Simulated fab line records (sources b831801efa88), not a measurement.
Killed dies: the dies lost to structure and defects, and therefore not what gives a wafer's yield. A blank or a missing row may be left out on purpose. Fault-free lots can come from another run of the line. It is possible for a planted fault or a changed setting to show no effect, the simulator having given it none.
A lot that was struck, set against a sound lot	flow sky130	23 steps out of a route of 708
Sound: wafers L842.2, L842.4, L842.6. Struck: wafers L831.1, L831.4, L831.5. The cause comes at the end.
For every step that has rows: the tool of each side, followed by ch and its chambers, followed by its first start. Under that, the readings that differ: sound wafers	struck wafers	difference of the means	sigmas: that difference in standard deviations of wafers without a fault.
alike: same words and numbers on both sides, and readings whose means sit less than 2 such deviations apart. not compared: any withheld reading, any reading some wafer has no value for, any bound like >300 that may hide the same value, and any number with overlapping values for which the record gives no deviation.
The two part at a step that has a row with sigmas, a row that says differs or no value, or rows on one side only. Numbers that don't overlap but have no deviation are shown without sigmas and don't part them. A reading that every wafer of one side lacks parts them only if that side has two wafers or more.

first, 5 steps without rows for these wafers: SKY_POLY_CUT_COAT_03 (resist thk 450 nm); SKY_POLY_CUT_SOFTBAKE_04 (time 90 s); SKY_POLY_CUT_EXPOSE_05 (exposes mask NPCM, target cd 270 nm); SKY_POLY_CUT_PEB_06; SKY_POLY_CUT_DEVELOP_07 (develop time 60 s).
SKY_POLY_CUT_CD_MEAS_08: target cd 270 nm.
  sound on cdSem-02, day 30 14:00; struck on cdSem-02, day 26 17:17
  alike: cdNm
SKY_POLY_CUT_OVL_MEAS_09:
  sound on overlay-02, day 30 14:07; struck on overlay-02, day 26 17:24
  alike: POLY_CUT_OVL
SKY_POLY_CUT_ETCH_10: etches BARC in N2/H2, stops on SiO2, time 45.9 s, target depth 60 nm.
  sound on rieDiel-04 ch 1,2,3, day 30 14:08; struck on rieDiel-03 ch 1,2,3, day 26 17:26
  alike: drypumpMotorCurrentA, oesProductAu, throttleValvePct
  not compared: rfHoursCounterH
SKY_POLY_CUT_ETCH_11: etches Si3N4 in CF4/CH2F2/Ar, stops on poly-Si, time 42.5 s, target depth 60 nm.
  sound on rieDiel-04 ch 1,2,3, day 30 14:11; struck on rieDiel-03 ch 1,2,3, day 26 17:29
  alike: drypumpMotorCurrentA, oesProductAu, throttleValvePct
  not compared: rfHoursCounterH
SKY_POLY_CUT_STRIP_12: strips in O2/N2.
  sound on plasmaAsher-04 ch 0,1, day 30 14:13; struck on plasmaAsher-01 ch 0, day 26 17:31
  alike: drypumpMotorCurrentA, oesProductAu, stripTimeToEndpointS
  not compared: rfHoursCounterH
then, 2 steps without rows for these wafers: SKY_SD_P_DEHYDRATE_00 (time 60 s); SKY_SD_P_HMDS_01 (prime time 60 s).
SKY_SD_P_COAT_02: resist thk 1140 nm.
  sound on lithoTrack-03 ch 0, day 31 04:38; struck on lithoTrack-03 ch 0, day 27 07:37
reading	sound	struck	difference	sigmas
model.NOVOLAK_of_SD_P_COAT_02.thkNm (nm)	1143 1146 1145	480.8 481 481.4	-663.6	
  alike: exhaustPa
then, 3 steps without rows for these wafers: SKY_SD_P_SOFTBAKE_03 (time 60 s); SKY_SD_P_EXPOSE_04 (exposes mask PSDM, target cd 380 nm); SKY_SD_P_PEB_05.
SKY_SD_P_DEVELOP_06: develop time 60 s.
  sound on lithoTrack-01 ch 0, day 31 17:36; struck on lithoTrack-04 ch 0, day 27 22:03
reading	sound	struck	difference	sigmas
exhaustPa (Pa)	45.1 45.2 45.7	42.4 43.2 44.0	-2.1	-2
model.NOVOLAK_of_SD_P_COAT_02.thkNm (nm)	1142 1146 1145	480.4 480.6 481	-663.7	
SKY_SD_P_CD_MEAS_07: target cd 380 nm.
  sound on cdSem-02, day 31 17:44; struck on cdSem-01, day 27 22:12
reading	sound	struck	difference	sigmas
cdNm (nm)	374.5 376.3 375.5	474.6 471.8 472.2	+97.4	+35
SKY_SD_P_OVL_MEAS_08:
  sound on overlay-02, day 31 17:51; struck on overlay-02, day 27 22:19
  alike: SD_P_OVL
next, for these wafers, 1 step has no rows: SKY_SD_P_IMPLANT_09.
SKY_SD_P_STRIP_10: strips in O2/N2.
  sound on plasmaAsher-02 ch 0,1, day 31 18:02; struck on plasmaAsher-01 ch 0, day 27 22:31
reading	sound	struck	difference	sigmas
oesProductAu (a.u.)	0.615 0.622 0.611	0.491 0.487 0.496	-0.125	-27
stripTimeToEndpointS (s)	17.52 17.58 17.57	9.89 9.90 9.91	-7.66	-99 or more
  alike: drypumpMotorCurrentA
  not compared: rfHoursCounterH
SKY_SD_P_TW_MEAS_11:
  sound on filmMetro-03, day 31 18:08; struck on filmMetro-01, day 27 22:37
reading	sound	struck	difference	sigmas
SD_P_TW	2757 2769 2769	2836 2829 2848	+73	+2
-- record jumps: 20 days separate the struck wafers' starts on either side; left off in module SD_P, taken up again in module PAD_OPEN, whose first shown step is the route's number 708 --
SKY_PAD_OPEN_PROBE_99:
  sound on prober-01, day 50 03:22; struck on prober-02, day 47 14:28
reading	sound	struck	difference	sigmas
killed_at_M0_to_M3	41 40 38	56 49 55	+14	+2
killedAtFrontEnd	16 26 18	9 6 11	-11	-3
  alike: killed_at_M4_up, killedAtContacts, killedAtOther, killedDies, killedOpen, killedShort

## WHERE THEY PART
At SKY_SD_P_DEVELOP_06 first; at SKY_PAD_OPEN_PROBE_99 last (within this record only).

WHY: what the simulator had put in
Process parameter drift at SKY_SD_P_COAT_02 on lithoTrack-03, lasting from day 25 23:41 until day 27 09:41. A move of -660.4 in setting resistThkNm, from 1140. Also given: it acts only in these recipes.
